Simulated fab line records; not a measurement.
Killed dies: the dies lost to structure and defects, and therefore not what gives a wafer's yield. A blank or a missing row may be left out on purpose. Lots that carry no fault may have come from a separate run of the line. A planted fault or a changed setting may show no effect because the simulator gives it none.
Matching of chambers ; flow gf180mcu ; GF_V3_CVD_02 on pecvd-04: 3 sister chambers
The step deposits SiO2 from TEOS, target thk 850 nm, time 94.851 s. 3 wafers are shown with their chamber, then 7 later ones without.

== WAFERS PAIRED WITH THEIR CHAMBERS ==
wafer;chamber;heaterPowerW (W)
L085.3;0;529
L090.1;1;837
L090.2;2;627

== WAFERS WITHOUT THEIR CHAMBER ==
wafer;heaterPowerW (W)
L090.3;629
L090.4;681
L090.5;658
L090.6;670
L092.1;603
L092.3;842
L092.5;697

== CHAMBER TAKEN BY EACH ==
wafer;from the rows above;in truth
L090.3;2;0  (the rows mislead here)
L090.4;2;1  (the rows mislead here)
L090.5;2;2
L090.6;2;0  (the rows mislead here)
L092.1;can't be placed: 2 or 0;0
L092.3;1;1
L092.5;can't be placed: 2 or 1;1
Correctly placed: 2 of 7. These rows do not allow placing 2 (true chamber among the candidates in 2). Number placed wrongly: 3.
How it was worked out, from the rows above alone: a wafer's distance from a chamber is the root of the sum, over the readings, of the square of ((its reading less the chamber's mean) divided by the reading's scatter). If the next closest chamber is less than 2 further off than the closest, the wafer can't be placed; otherwise it belongs to the closest. For every chamber, the mean is computed from those of its wafers that are shown. The scatter: root of mean squared gap, hidden wafer to nearest shown wafer, with one shown wafer a chamber.
